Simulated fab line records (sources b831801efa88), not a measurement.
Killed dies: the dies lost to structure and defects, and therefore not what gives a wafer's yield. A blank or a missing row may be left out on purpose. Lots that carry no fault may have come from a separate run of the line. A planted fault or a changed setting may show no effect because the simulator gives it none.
Which tool is to blame? + flow gf180mcu + 13 lots, 39 wafers sampled, at 4 steps of a route of 602

## WHAT THE GAUGES SHOWED, per wafer
GF_PASSIVATION_THK_MEAS_03. Usual: for PASSIVATION_CVD_02_THK the level is 700 nm and the standard deviation is 7.8.
| lot  | measured     | on            | PASSIVATION_CVD_02_THK (nm) | flag |
|------|--------------|---------------|-----------------------------|------|
| L248 | day 28 07:23 | film metro-04 | 692 703 707                 |      |
| L249 | day 28 14:20 | film metro-04 | 694 705 713                 |      |
| L250 | day 29 01:25 | film metro-02 | 691 689 703                 |      |
| L251 | day 29 02:54 | film metro-04 | 700 702 710                 |      |
| L256 | day 30 13:44 | film metro-01 | 686 697 704                 |      |
| L258 | day 30 23:33 | film metro-02 | 685 695 703                 |      |
| L259 | day 31 09:15 | film metro-04 | 697 702 712                 |      |
| L260 | day 31 15:53 | film metro-02 | 701 708 703                 |      |
| L261 | day 32 02:46 | film metro-02 | 683 685 697                 |      |
| L264 | day 32 20:03 | film metro-02 | 701 692 717                 |      |
| L265 | day 32 23:21 | film metro-04 | 690 706 694                 |      |
| L269 | day 33 23:17 | film metro-04 | 712 705 710                 |      |
| L271 | day 34 04:20 | film metro-01 | 711 699 704                 |      |

## EACH LOT AND THE TOOL THAT RAN IT (in order: tool; ch and the chambers of the sampled wafers; start)
| lot  | GF_M4_SPUTTER_02             | GF_V5_STRIP_18                       | GF_TOP_METAL_SPUTTER_01      |
|------|------------------------------|--------------------------------------|------------------------------|
| L248 | pvd sputter-02, day 22 17:51 | plasma asher-01 ch 0,1, day 27 08:43 | pvd sputter-04, day 27 10:01 |
| L249 | pvd sputter-02, day 23 01:17 | plasma asher-04 ch 0,1, day 27 16:23 | pvd sputter-02, day 27 17:45 |
| L250 | pvd sputter-03, day 23 13:38 | plasma asher-01 ch 0,1, day 28 03:40 | pvd sputter-02, day 28 04:59 |
| L251 | pvd sputter-03, day 23 15:50 | plasma asher-04 ch 0,1, day 28 05:18 | pvd sputter-04, day 28 06:36 |
| L256 | pvd sputter-02, day 25 09:25 | plasma asher-03 ch 0,1, day 29 17:11 | pvd sputter-04, day 29 18:32 |
| L258 | pvd sputter-02, day 25 18:45 | plasma asher-04 ch 0,1, day 30 02:44 | pvd sputter-02, day 30 04:06 |
| L259 | pvd sputter-02, day 26 06:22 | plasma asher-01 ch 1, day 30 12:42   | pvd sputter-04, day 30 14:01 |
| L260 | pvd sputter-03, day 26 14:03 | plasma asher-04 ch 0,1, day 30 20:12 | pvd sputter-04, day 30 21:31 |
| L261 | pvd sputter-03, day 27 03:53 | plasma asher-03 ch 0,1, day 31 06:34 | pvd sputter-03, day 31 07:55 |
| L264 | pvd sputter-03, day 28 00:57 | plasma asher-03 ch 0,1, day 32 00:58 | pvd sputter-02, day 32 02:17 |
| L265 | pvd sputter-04, day 28 03:34 | plasma asher-04 ch 0,1, day 32 04:40 | pvd sputter-03, day 32 05:58 |
| L269 | pvd sputter-02, day 29 07:49 | plasma asher-03 ch 0,1, day 33 04:54 | pvd sputter-04, day 33 06:29 |
| L271 | pvd sputter-04, day 29 13:24 | plasma asher-01 ch 0,1, day 33 09:43 | pvd sputter-03, day 33 11:01 |
- GF_M4_SPUTTER_02: material AlCu, target thk 450 nm, time 23.9 s.
- GF_V5_STRIP_18: strips in O2/N2.
- GF_TOP_METAL_SPUTTER_01: material TiN, target thk 30 nm, time 25 s.

## AS READ BY THE TOOLS THEMSELVES (means over the sampled wafers that have a number; for cases with no such wafer, the mark the record gives instead)
GF_M4_SPUTTER_02. Usual: throttle valve pct 29.2 %, standard deviation 0.78.
| lot  | tool           | throttle valve pct (%) | flag |
|------|----------------|------------------------|------|
| L248 | pvd sputter-02 | 28.9                   |      |
| L249 | pvd sputter-02 | 28.6                   |      |
| L250 | pvd sputter-03 | 28.9                   |      |
| L251 | pvd sputter-03 | 30.0                   |      |
| L256 | pvd sputter-02 | 29.0                   |      |
| L258 | pvd sputter-02 | 28.6                   |      |
| L259 | pvd sputter-02 | 29.0                   |      |
| L260 | pvd sputter-03 | 29.3                   |      |
| L261 | pvd sputter-03 | 29.6                   |      |
| L264 | pvd sputter-03 | 29.4                   |      |
| L265 | pvd sputter-04 | 29.8                   |      |
| L269 | pvd sputter-02 | 28.6                   |      |
| L271 | pvd sputter-04 | 29.1                   |      |

GF_V5_STRIP_18. Usual: drypump motor current A 5.7 A, standard deviation 0.52; heater power w 314 W, standard deviation 33; oes product au 0.568 a.u., standard deviation 0.0046; platen temp c 250.00 C, standard deviation 0.17.
| lot  | tool            | drypump motor current A (A) | heater power w (W) | oes product au (a.u.) | platen temp c (C) | flag |
|------|-----------------|-----------------------------|--------------------|-----------------------|-------------------|------|
| L248 | plasma asher-01 | 5.6                         | 325                | 0.566                 | 249.87            |      |
| L249 | plasma asher-04 | 5.4                         | 284                | 0.566                 | 250.13            |      |
| L250 | plasma asher-01 | 5.6                         | 327                | 0.569                 | 250.09            |      |
| L251 | plasma asher-04 | 5.7                         | 283                | 0.564                 | 250.09            |      |
| L256 | plasma asher-03 | 5.9                         | 366                | 0.567                 | 249.93            |      |
| L258 | plasma asher-04 | 5.7                         | 290                | 0.572                 | 249.98            |      |
| L259 | plasma asher-01 | 5.1                         | 327                | 0.568                 | 250.43            |      |
| L260 | plasma asher-04 | 5.4                         | 281                | 0.568                 | 250.00            |      |
| L261 | plasma asher-03 | 5.7                         | 359                | 0.568                 | 249.80            |      |
| L264 | plasma asher-03 | 5.9                         | 372                | 0.566                 | 250.03            |      |
| L265 | plasma asher-04 | 5.7                         | 288                | 0.565                 | 250.01            |      |
| L269 | plasma asher-03 | 5.9                         | 376                | 0.568                 | 249.87            |      |
| L271 | plasma asher-01 | 6.1                         | 324                | 0.567                 | 249.92            |      |

GF_TOP_METAL_SPUTTER_01. Usual: throttle valve pct 29.4 %, standard deviation 0.91.
| lot  | tool           | throttle valve pct (%) | flag |
|------|----------------|------------------------|------|
| L248 | pvd sputter-04 | 30.0                   |      |
| L249 | pvd sputter-02 | 28.5                   |      |
| L250 | pvd sputter-02 | 29.2                   |      |
| L251 | pvd sputter-04 | 30.4                   |      |
| L256 | pvd sputter-04 | 30.4                   |      |
| L258 | pvd sputter-02 | 28.9                   |      |
| L259 | pvd sputter-04 | 28.9                   |      |
| L260 | pvd sputter-04 | 28.7                   |      |
| L261 | pvd sputter-03 | 29.7                   |      |
| L264 | pvd sputter-02 | 29.1                   |      |
| L265 | pvd sputter-03 | 29.0                   |      |
| L269 | pvd sputter-04 | 29.0                   |      |
| L271 | pvd sputter-03 | 29.0                   |      |

## THE ANSWER, worked out from the rows above alone
Rule: a lot is off if the mean of its wafers that have a number lies more than 3 standard deviations from the usual mean. Also off: a lot with no number at a reading for which 4 or more lots have one. All remaining lots with rows at the step are treated as sound. First the gauges in route order, then the tools' own readings, where a lot's mean is used as printed above. The first step at which some lot is off is used, and at that step the reading that is off furthest; a lot without a number counts as furthest.
None of the lots is off at any reading shown; this tells nothing.

## WHAT THE SIMULATOR HAD INSERTED
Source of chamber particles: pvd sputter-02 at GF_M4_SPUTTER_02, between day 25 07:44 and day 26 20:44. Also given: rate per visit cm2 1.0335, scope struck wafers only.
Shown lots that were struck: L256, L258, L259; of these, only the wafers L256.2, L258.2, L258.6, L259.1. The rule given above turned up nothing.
